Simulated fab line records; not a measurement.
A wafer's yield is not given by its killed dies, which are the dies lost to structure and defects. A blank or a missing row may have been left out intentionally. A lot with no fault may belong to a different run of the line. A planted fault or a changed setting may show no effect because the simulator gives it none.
fab line records	flow sky130
record: lots: 4	wafers: 12	lastDay: 50
route steps=708 shown VT_ADJUST_NCORE@128 VT_ADJUST_HVTR@131 VT_ADJUST_PCH@143 SONOS_TUNNEL@154 SONOS_ONO@168 LI_CONTACT@376 PAD_OPEN@708
lots with no fault: from the same line, run without faults
startH: hours from the record's opening day to when the first of the lot's shown wafers began	waitH: time in hours since the lot's previous step	" as in the row above	L1.1+2: several wafers, shown together as one row	- value missing, or start not given	* or withheld: withheld	< > ~ a bound
route shown NAME@n: a module of which the file shows steps, and the number in the route of the first	usual: average and standard deviation across the fault-free wafers	same: alike in all rows	chamber/n: place in a boat	sites: readings site by site	_std_site: standard deviation across them	_edge_site: mean of outer sites minus mean of inner sites	radiusMm: how far each site lies from the wafer's centre	mask NAME#n: copy n	behind: tool/chamber where the wafer was last shaped	hold: why the lot was held/for how many hours/how that ended	device: the n, p or np transistor that did not switch	end of line: the route-end tests of the same wafers	a step without rows: its recipe alone	killed: at the first sort, the dies lost to defects and structure; wafer yield is something else	map: a wafer's dies, marking killed ones x, the rest . and places with no die _
set.NAME: the run value of the setting; set.NAME@STEP: its run value at that earlier step	model.NAME: the simulator's own value behind a step, which no gauge read
a table for each step, a row for each wafer; lots at some steps of the route
services: a tool's chamber out of use, with start hour (startH, from the record's first day; less than 0 if before it), hours out, and reason
== steps ==
step: SKY_VT_ADJUST_NCORE_IMPLANT_09
recipe: species: B	energyKev: 10	doseCm2: 2.4e+12	tiltDeg: withheld
step: SKY_VT_ADJUST_NCORE_STRIP_10
recipe: chemistry: O2/N2	powerW: 1400	pressureMtorr: 1500	platenTempC: withheld	o2FlowSccm: 3000	n2FlowSccm: 300	overashFraction: 0.5
step: SKY_VT_ADJUST_HVTR_DEHYDRATE_00
recipe: tempC: 200	timeS: 60
step: SKY_VT_ADJUST_HVTR_HMDS_01
recipe: primeTimeS: 60	primeTempC: 120
step: SKY_VT_ADJUST_HVTR_COAT_02
recipe: resist: NOVOLAK	spinRpm: 3000	resistThkNm: 1140
step: SKY_VT_ADJUST_HVTR_SOFTBAKE_03
recipe: tempC: 90	timeS: 60	resist: NOVOLAK
step: SKY_VT_ADJUST_HVTR_EXPOSE_04
recipe: maskId: HVTRM	targetCdNm: 380	na: 0.6	sourceShape: conventional	sigmaOuter: 0.6	doseMj: 150
step: SKY_VT_ADJUST_HVTR_PEB_05
recipe: tempC: withheld	timeS: *	resist: NOVOLAK
step: SKY_VT_ADJUST_HVTR_DEVELOP_06
recipe: developTimeS: 60	devTempC: 23
step: SKY_VT_ADJUST_HVTR_IMPLANT_09
recipe: species: B	energyKev: 10	doseCm2: 2.1e+12	tiltDeg: withheld
usual: beamEnergyKeV: 9.999/0.0032	doseIonsCm2: 2.1006e+12/2.2e+09	endStationPressureTorr: 5.04e-06/2.5e-07	faradayCurrentUA: 11.85/0.24
same: implantIonAmu: 11
lot.wafer	tool	chamber	startH	waitH	beamEnergyKeV	doseIonsCm2	endStationPressureTorr	faradayCurrentUA
L523.1	implanter-02	0	306.09	0.0	10.000	2.112e+11	5.01e-06	1.20
L523.3	"	0	"	"	9.996	2.1e+11	5.03e-06	1.20
L523.4	"	0	"	"	10.005	2.136e+11	4.86e-06	1.19
L526.1	implanter-02	0	315.69	0.0	10.002	2.118e+11	5.32e-06	1.17
L526.2	"	0	"	"	9.996	2.119e+11	5.17e-06	1.19
L526.3	"	0	"	"	10.005	2.129e+11	5.07e-06	1.14
L528.2	implanter-04	0	332.49	0.0	9.996	2.1023e+12	4.9e-06	11.66
L528.3	"	0	"	"	9.999	2.1011e+12	4.76e-06	11.87
L528.4	"	0	"	"	10.002	2.1016e+12	4.87e-06	12.11
L534.2	implanter-02	0	383.10	0.0	10.002	2.1015e+12	4.87e-06	11.09
L534.5	"	0	"	"	10.000	2.1e+12	5.6e-06	12.05
L534.6	"	0	"	"	10.000	2.1004e+12	5.07e-06	11.81
step: SKY_VT_ADJUST_HVTR_STRIP_10
recipe: chemistry: O2/N2	powerW: 1400	pressureMtorr: 1500	platenTempC: withheld	o2FlowSccm: 3000	n2FlowSccm: 300	overashFraction: 0.5
step: SKY_VT_ADJUST_HVTR_TW_MEAS_11
usual: VT_ADJUST_HVTR_TW: 211.3/3
lot.wafer	tool	chamber	startH	waitH	VT_ADJUST_HVTR_TW
L523.1	filmMetro-01	-	306.34	0.1	113.7
L523.3	"	-	"	"	114.5
L523.4	"	-	"	"	114.0
L526.1	filmMetro-02	-	315.94	0.1	113.2
L526.2	"	-	"	"	113.3
L526.3	"	-	"	"	112.6
L528.2	filmMetro-03	-	332.73	0.1	214.3
L528.3	"	-	"	"	214.8
L528.4	"	-	"	"	214.6
L534.2	filmMetro-03	-	383.33	0.1	215.6
L534.5	"	-	"	"	213.7
L534.6	"	-	"	"	214.4
step: SKY_VT_ADJUST_PCH_DEHYDRATE_00
recipe: tempC: 200	timeS: 60
step: SKY_VT_ADJUST_PCH_HMDS_01
recipe: primeTimeS: 60	primeTempC: 120
step: SKY_VT_ADJUST_PCH_COAT_02
recipe: spinRpm: 2000	resistThkNm: 3000
step: SKY_VT_ADJUST_PCH_SOFTBAKE_03
recipe: tempC: 110	timeS: withheld
step: SKY_VT_ADJUST_PCH_EXPOSE_04
recipe: maskId: NWM	na: 0.6	sourceShape: conventional	sigmaOuter: 0.6	polarization: unpolarized	targetCdNm: 840	doseMj: 255
step: SKY_VT_ADJUST_PCH_PEB_05
recipe: tempC: 115	timeS: withheld
step: SKY_VT_ADJUST_PCH_DEVELOP_06
recipe: wallAngleDeg: 90	developer: TMAH	developTimeS: 60	devTempC: 23
step: SKY_VT_ADJUST_PCH_IMPLANT_08
recipe: species: B	energyKev: 10	doseCm2: 5e+11	tiltDeg: withheld
step: SKY_VT_ADJUST_PCH_STRIP_09
recipe: chemistry: O2/N2	powerW: 1400	pressureMtorr: 1500	platenTempC: withheld	o2FlowSccm: 3000	n2FlowSccm: 300	overashFraction: 0.5
step: SKY_SONOS_TUNNEL_DEHYDRATE_00
recipe: tempC: 200	timeS: 60
step: SKY_SONOS_TUNNEL_HMDS_01
recipe: primeTimeS: 60	primeTempC: 120
step: SKY_SONOS_TUNNEL_COAT_02
recipe: resist: NOVOLAK	spinRpm: 3000	resistThkNm: 1140
step: SKY_SONOS_TUNNEL_SOFTBAKE_03
recipe: tempC: 90	timeS: 60	resist: NOVOLAK
step: SKY_SONOS_TUNNEL_EXPOSE_04
recipe: maskId: TUNM	na: 0.6	sourceShape: conventional	sigmaOuter: 0.6	polarization: unpolarized	targetCdNm: 410	doseMj: 136
step: SKY_SONOS_TUNNEL_PEB_05
recipe: tempC: withheld	timeS: *	resist: NOVOLAK
step: SKY_SONOS_TUNNEL_DEVELOP_06
recipe: resist: NOVOLAK	developer: TMAH	developTimeS: 60	devTempC: 23
step: SKY_SONOS_TUNNEL_IMPLANT_09
recipe: species: B	energyKev: 20	doseCm2: 1e+12	tiltDeg: withheld
step: SKY_SONOS_TUNNEL_WET_ETCH_10
recipe: chemistry: dHF	targetDepthNm: 14	target: SiO2	dilution: 100:1	tempC: 25	timeS: 280
step: SKY_SONOS_TUNNEL_STRIP_11
recipe: chemistry: SPM	timeS: 600	tempC: 130
step: SKY_SONOS_TUNNEL_CLEAN_13
recipe: chemistry: dHF	timeS: 20	dilution: 100:1	dry: ipaMarangoni
step: SKY_SONOS_ONO_OXIDATION_00
recipe: tempC: 800	ambient: O2	idleTempC: 700	rampUpCPerMin: 10	rampDownCPerMin: 3	stabiliseS: 600	purgeS: 300	targetThkA: 26	oxTimeS: 1249
step: SKY_LI_CONTACT_ETCH_14
recipe: chemistry: N2/H2	target: BARC	ionEnergyEv: 200	sourceW: 500	biasW: 100	pressureMtorr: 30	n2FlowSccm: 100	h2FlowSccm: 200	stopOn: SiO2	timeS: 45.9	targetDepthA: 600
usual: drypumpMotorCurrentA: 5.8/0.38	oesProductAu: 0.855/0.0044	throttleValvePct: 13.224/0.0097
lot.wafer	tool	chamber	startH	waitH	drypumpMotorCurrentA	oesProductAu	rfHoursCounterH	throttleValvePct	model.LI_CONTACT.cdNm
L523.1	rieDiel-02	3	790.11	0.0	5.9	0.859	7	13.222	171.2
L523.3	"	2	"	"	6.0	0.853	9	13.226	168.1
L523.4	"	0	"	"	6.3	0.853	10	13.243	170.6
L526.1	rieDiel-04	2	799.87	0.0	5.8	0.842	11	13.209	174.9
L526.2	"	3	"	"	5.9	0.857	12	13.226	177.2
L526.3	"	1	"	"	5.6	0.857	13	13.229	174.9
L528.2	rieDiel-03	3	818.22	0.0	6.4	0.858	14	13.233	170.1
L528.3	"	2	"	"	5.7	0.852	14	13.227	171.2
L528.4	"	2	"	"	5.7	0.856	-	13.235	169.3
L534.2	rieDiel-03	1	870.53	0.0	5.4	0.862	11	13.221	168.2
L534.5	"	2	"	"	5.6	0.847	-	13.221	168.3
L534.6	"	3	"	"	6.4	0.862	-	13.219	167.5
step: SKY_LI_CONTACT_ETCH_15
recipe: target: PSG	chemistry: C4F8/O2/Ar	stopOn: Si	taperDeg: 4.15	maskMaterial: KrF-thick	sourceW: 1500	biasW: 1200	pressureMtorr: 40	c4f8FlowSccm: withheld	O2_flow_sccm: 6	Ar_flow_sccm: 300	timeS: withheld	targetDepthA: 6000
usual: oesProductAu: 0.837/0.0047
lot.wafer	tool	chamber	startH	waitH	oesProductAu	model.LI_CONTACT.cdNm
L523.1	rieDiel-02	3	790.16	0.0	0.840	171
L523.3	"	2	"	"	0.834	167.1
L523.4	"	0	"	"	0.830	170.9
L526.1	rieDiel-04	2	799.92	0.0	0.843	175.8
L526.2	"	3	"	"	0.846	177.9
L526.3	"	1	"	"	0.830	174.2
L528.2	rieDiel-03	3	818.26	0.0	0.830	170.9
L528.3	"	2	"	"	0.835	170.9
L528.4	"	2	"	"	0.828	169
L534.2	rieDiel-03	1	870.57	0.0	0.837	168
L534.5	"	2	"	"	0.835	167.4
L534.6	"	3	"	"	0.834	168.3
step: SKY_PAD_OPEN_PROBE_99
usual: killed_at_M0_to_M3: 43/6.5	killed_at_M4_up: 3/1.7	killedAtContacts: 25/5.1	killedAtFrontEnd: 15/3.8	killedAtOther: 0.2/0.45	killedDies: 86/8.8	killedOpen: 47/6.7	killedShort: 39/6
same: grossDies: 492	killedAtBackSide: 0
lot.wafer	tool	chamber	startH	waitH	killed_at_M0_to_M3	killed_at_M4_up	killedAtContacts	killedAtFrontEnd	killedAtOther	killedDies	killedOpen	killedShort	model.etest.pfet_01v8_mvt.driveUaUm	model.etest.pfet_01v8_mvt.offLog10AUm	model.etest.pfet_01v8_mvt.vtSatV	model.etest.pfet_01v8_mvt.vtV	model.etest.pfet_01v8_mvt.vtLongV
L523.1	prober-01	-	1160.84	0.1	51	1	29	16	0	97	51	46	123.7	-12.82	-0.8059	-0.8561	-1.043
L523.3	prober-01	-	1160.94	0.2	42	6	16	13	0	77	42	35	124	-12.95	-0.8033	-0.8529	-1.038
L523.4	prober-01	-	1160.99	0.2	53	3	26	14	0	96	53	43	124.8	-12.91	-0.8046	-0.8558	-1.038
L526.1	prober-01	-	1166.86	0.1	49	2	14	13	0	78	44	34	120.4	-12.91	-0.8066	-0.8559	-1.036
L526.2	prober-01	-	1166.91	0.1	46	2	25	13	0	86	55	31	120.9	-12.84	-0.8101	-0.8597	-1.038
L526.3	prober-01	-	1166.96	0.2	44	4	22	16	0	86	41	45	118.8	-13.05	-0.8112	-0.8571	-1.034
L528.2	prober-02	-	1182.08	0.1	42	2	31	13	0	88	42	46	157.9	-10.24	-0.5304	-0.6245	-0.8388
L528.3	prober-02	-	1182.13	0.2	52	4	22	12	0	90	52	38	156.8	-10.33	-0.5301	-0.6226	-0.8369
L528.4	prober-02	-	1182.18	0.2	27	5	21	16	0	69	42	27	154.2	-10.44	-0.5455	-0.6349	-0.8394
L534.2	prober-01	-	1208.27	0.1	30	4	26	15	0	75	40	35	147.7	-11.09	-0.5881	-0.6679	-0.8673
L534.5	prober-01	-	1208.42	0.2	37	1	20	15	1	74	44	30	149.2	-11.09	-0.5781	-0.663	-0.8659
L534.6	prober-01	-	1208.47	0.2	43	0	27	12	0	82	50	32	150	-11.01	-0.5802	-0.6619	-0.8638
killed by level:class
L523.1 VIA1:geometricParticle:open=14 CONTACT:geometricParticle:open=9 LI_CONTACT:geometricParticle:open=8 VIA1:geometricParticle:short=7 LOCAL_INTERCONNECT:geometricParticle:short=6 VIA2:geometricParticle:open=6 VIA2:geometricParticle:short=6 POLY_GATE:geometricParticle:short=5
L523.3 VIA1:geometricParticle:open=12 VIA2:geometricParticle:open=8 METAL1:geometricParticle:short=6 VIA1:geometricParticle:short=6 METAL4:geometricParticle:short=5 POLY_GATE:geometricParticle:open=4 LI_CONTACT:geometricParticle:open=4 LOCAL_INTERCONNECT:geometricParticle:short=4
L523.4 CONTACT:geometricParticle:open=15 VIA1:geometricParticle:open=9 VIA2:geometricParticle:open=9 METAL1:geometricParticle:short=8 VIA3:geometricParticle:open=7 METAL2:geometricParticle:short=7 LOCAL_INTERCONNECT:geometricParticle:short=5 FIELD_ISO:geometricParticle:short=4
L526.1 VIA3:geometricParticle:open=14 VIA1:geometricParticle:open=6 LI_CONTACT:geometricParticle:open=5 VIA2:geometricParticle:open=5 FIELD_ISO:geometricParticle:open=4 METAL1:geometricParticle:short=4 VIA1:geometricParticle:short=4 METAL3:geometricParticle:short=4
L526.2 VIA3:geometricParticle:open=8 LI_CONTACT:geometricParticle:open=8 CONTACT:geometricParticle:open=8 VIA1:geometricParticle:open=6 VIA2:geometricParticle:open=6 METAL1:geometricParticle:short=5 FIELD_ISO:geometricParticle:open=4 POLY_GATE:geometricParticle:open=4
L526.3 METAL1:geometricParticle:short=8 METAL2:geometricParticle:short=8 VIA2:geometricParticle:open=8 POLY_GATE:geometricParticle:open=7 CONTACT:geometricParticle:open=7 VIA3:geometricParticle:open=6 VIA1:geometricParticle:open=5 LI_CONTACT:geometricParticle:open=4
L528.2 CONTACT:geometricParticle:open=12 VIA1:geometricParticle:open=11 CONTACT:geometricParticle:short=8 LI_CONTACT:geometricParticle:open=7 METAL1:geometricParticle:short=7 VIA1:geometricParticle:short=6 VIA2:geometricParticle:open=5 FIELD_ISO:geometricParticle:short=4
L528.3 VIA1:geometricParticle:open=10 VIA3:geometricParticle:open=9 CONTACT:geometricParticle:open=8 VIA1:geometricParticle:short=8 LI_CONTACT:geometricParticle:open=7 VIA2:geometricParticle:open=7 METAL1:geometricParticle:short=6 FIELD_ISO:geometricParticle:open=3
L528.4 LI_CONTACT:geometricParticle:open=11 VIA1:geometricParticle:open=9 FIELD_ISO:geometricParticle:open=5 FIELD_ISO:geometricParticle:short=5 METAL2:geometricParticle:short=5 CONTACT:geometricParticle:open=4 LOCAL_INTERCONNECT:geometricParticle:short=4 VIA3:geometricParticle:open=4
L534.2 CONTACT:geometricParticle:open=11 VIA3:geometricParticle:open=6 VIA1:geometricParticle:short=5 FIELD_ISO:geometricParticle:open=4 LOCAL_INTERCONNECT:geometricParticle:short=4 CONTACT:geometricParticle:short=4 VIA1:geometricParticle:open=4 VIA2:geometricParticle:open=4
L534.5 VIA1:geometricParticle:open=11 CONTACT:geometricParticle:open=9 POLY_GATE:geometricParticle:open=8 VIA3:geometricParticle:open=6 CONTACT:geometricParticle:short=5 METAL3:geometricParticle:short=5 METAL2:geometricParticle:short=4 FIELD_ISO:geometricParticle:short=3
L534.6 VIA1:geometricParticle:open=10 VIA3:geometricParticle:open=8 LI_CONTACT:geometricParticle:open=7 CONTACT:geometricParticle:open=6 VIA2:geometricParticle:open=6 FIELD_ISO:geometricParticle:short=5 FIELD_ISO:geometricParticle:open=5 LI_CONTACT:geometricParticle:short=5
== services ==
tool	chamber	startH	hours	kind
rieDiel-02	0	292.99	1.8	repair
rieDiel-03	3	293.34	6.0	repair
rieDiel-03	-	294.53	35.2	repair
implanter-02	-	311.17	1.3	repair
rieDiel-03	0	319.80	9.8	repair
rieDiel-04	0	329.65	4.1	repair
implanter-02	-	353.10	2.1	repair
rieDiel-02	1	357.90	3.6	repair
implanter-02	-	376.30	1.7	repair
rieDiel-04	2	384.89	8.5	repair
implanter-02	-	397.41	2.3	repair
rieDiel-04	0	399.41	3.5	repair
rieDiel-03	3	437.32	4.1	repair
rieDiel-04	3	466.33	5.2	repair
rieDiel-03	3	542.32	1.6	repair
rieDiel-03	3	566.23	4.0	repair
rieDiel-03	1	606.72	4.7	repair
implanter-02	-	636.51	4.8	pm
rieDiel-03	3	652.85	4.7	repair
rieDiel-03	1	663.54	7.1	repair
implanter-02	-	783.59	8.7	repair
rieDiel-03	1	786.96	38.7	repair
implanter-02	-	810.79	1.8	repair
implanter-02	-	835.71	0.7	repair
== key ==
firstSign: step: SKY_VT_ADJUST_HVTR_IMPLANT_09	reading: doseIonsCm2	direction: down	sigmas: 99+	usual: *	struck: *
effect: step: SKY_VT_ADJUST_HVTR_IMPLANT_09	reading: faradayCurrentUA	direction: down	sigmas: 44	usual: 11.85	struck: 1.18
effect: step: SKY_VT_ADJUST_HVTR_TW_MEAS_11	reading: VT_ADJUST_HVTR_TW	direction: down	sigmas: 33	usual: 211.3	struck: 113.6
modelEffect: step: SKY_LI_CONTACT_ETCH_14	value: LI_CONTACT.cdNm	without: 171.2	struck: 172.8
modelEffect: step: SKY_LI_CONTACT_ETCH_15	value: LI_CONTACT.cdNm	without: 171.2	struck: 172.8
modelEffect: step: SKY_PAD_OPEN_PROBE_99	value: etest.pfet_01v8_mvt.driveUaUm	without: 155.3	struck: 122.1
metAt SKY_VT_ADJUST_HVTR_IMPLANT_09
struckWafers L523.1,L523.3,L523.4,L526.1,L526.2,L526.3
testerLeftOut L523,L526
loopTrim: step: SKY_LI_CONTACT_EXPOSE_09	setting: dose	lots: L526
fault: kind: processParameterDrift	tool: implanter-02	chamber: -	onsetH: 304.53	steps: SKY_VT_ADJUST_HVTR_IMPLANT_09	channel: doseCm2	offset: *	shape: step	endH: 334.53	actsIn: *	stated: *
testerLeftOut: of these lots the tester's yield and bins aren't shown, on N5 and GAA mostly nor the transistor test; their killed dies are dies lost to structure and defects alone, not to doping, threshold or leakage, so they don't give the yield
loopTrim: a control loop set the setting to another value than it would have without faults
